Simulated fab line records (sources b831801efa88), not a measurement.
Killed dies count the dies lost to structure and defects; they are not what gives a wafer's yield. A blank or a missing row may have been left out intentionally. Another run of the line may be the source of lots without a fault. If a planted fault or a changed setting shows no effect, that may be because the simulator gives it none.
A struck lot beside a sound one :: flow sky130 :: 15 out of 708 route steps
Sound: the wafers L237.1, L237.2, L237.3. Struck: wafer L244.3. (L244.4, L244.6 of the same lot were not struck and are left out.) The cause comes at the end.
Order at every step that has rows: each side's tool, ch and its chambers, its first start. Under that, the readings that differ: sound wafers :: struck wafers :: difference of the means :: sigmas: that difference in standard deviations of wafers without a fault.
alike: words and numbers the same on both sides, and readings whose means are apart by under 2 such deviations; not compared: readings that were withheld, readings missing a value for some wafer, numbers with overlapping values and no deviation given by the record, and bounds like >300 which may hide the same value.
Wherever a step has rows on one side only, a row that says differs or no value, or a row with sigmas, the two part there. When numbers do not overlap yet have no deviation, they are printed without sigmas and do not part them. Lack of a reading on every wafer of one side parts them only where that side has two or more wafers.

SKY_VIA2_CD_MEAS_12 targets a cd of 200 nm.
  sound: cdSem-01 at day 39 09:38; struck: cdSem-01 at day 41 22:42
  alike: cdNm
SKY_VIA2_OVL_MEAS_13:
  sound: overlay-02 at day 39 09:45; struck: overlay-02 at day 41 22:47
  alike: VIA2_OVL
SKY_VIA2_ETCH_14: etches BARC in N2/H2, stops on SiO2, time 45.9 s, target depth 60 nm.
  sound on rieDiel-03 ch 0,2,3, day 39 09:47; struck on rieDiel-03 ch 3, day 41 22:49
reading: rfHoursCounterH (h)
sound: 14 3 20
struck: 22
difference: +10
sigmas: 
  alike: drypumpMotorCurrentA, oesProductAu, throttleValvePct
SKY_VIA2_ETCH_15: etches SiO2 in C4F8/O2/Ar, stops on TiN, target depth 546 nm, time 84 s.
  sound on rieDiel-03 ch 0,2,3, day 39 09:49; struck on rieDiel-03 ch 3, day 41 22:52
reading: rfHoursCounterH (h)
sound: 14 3 20
struck: 22
difference: +10
sigmas: 
  alike: oesProductAu
then, 4 steps without rows for these wafers: SKY_VIA2_STRIP_16 (strips in O2/N2); SKY_VIA2_STRIP_17 (strips in post etch residue remover, time 1200 s); SKY_VIA2_CLEAN_18 (cleans in IPA, time 180 s); SKY_VIA2_CLEAN_19 (cleans in O3/DIW).
SKY_VIA2_SPUTTER_20: material TiN, target thk 20 nm, time 80 s.
  sound: pvdSputter-02 at day 39 10:29; struck: pvdSputter-04 at day 41 23:40
  alike: throttleValvePct
SKY_VIA2_CVD_21: deposits W, target thk 420 nm, time 126.4 s.
  sound on cvdW-02 ch 0,1, day 39 10:32; struck on cvdW-02 ch 1, day 41 23:46
  alike: heaterPowerW
SKY_VIA2_RS_MEAS_22: measures by four-point-probe.
  sound: filmMetro-01 at day 39 10:40; struck: filmMetro-02 at day 41 23:53
  alike: VIA2_W_RS
SKY_VIA2_THK_MEAS_23: measures by xrf.
  sound: filmMetro-01 at day 39 10:47; struck: filmMetro-02 at day 41 23:59
  alike: VIA2_W_THK
SKY_VIA2_CMP_24: polishes, stops on SiO2, t overpolish 20 s, target thk 0 nm.
  sound on cmp-02 ch 0,2,3, day 39 10:51; struck on cmp-02 ch 0, day 42 00:08
reading: overpolishRunS (s)
sound: 19.997 20.006 19.996
struck: 23.401
difference: +3.401
sigmas: +99 or more

reading: tOverpolishS (s)
sound: 20 20 20
struck: 23.409
difference: +3.409
sigmas: 
  alike: motorCurrentA, timeToEndpointS
SKY_METAL3_SPUTTER_00: material Ti, target thk 15 nm, time 10 s.
  sound: pvdSputter-03 at day 39 11:09; struck: pvdSputter-02 at day 42 00:20
  alike: throttleValvePct
-- the record jumps here: 8 days lie between the struck wafers' starts before and after (it left off in module METAL3 and takes up again in module PAD_OPEN, whose first step shown is number 708 of the route) --
SKY_PAD_OPEN_PROBE_99:
  record: rows for the struck wafers here (prober-02, day 50 05:37), none for the sound ones

WHERE THEY PART
First at SKY_VIA2_CMP_24; last, within this record, at SKY_PAD_OPEN_PROBE_99.

WHY: what had been put in by the simulator
cmp-02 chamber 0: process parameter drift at SKY_VIA2_CMP_24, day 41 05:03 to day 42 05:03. The setting tOverpolishS was moved by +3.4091, starting from 20. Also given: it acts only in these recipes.
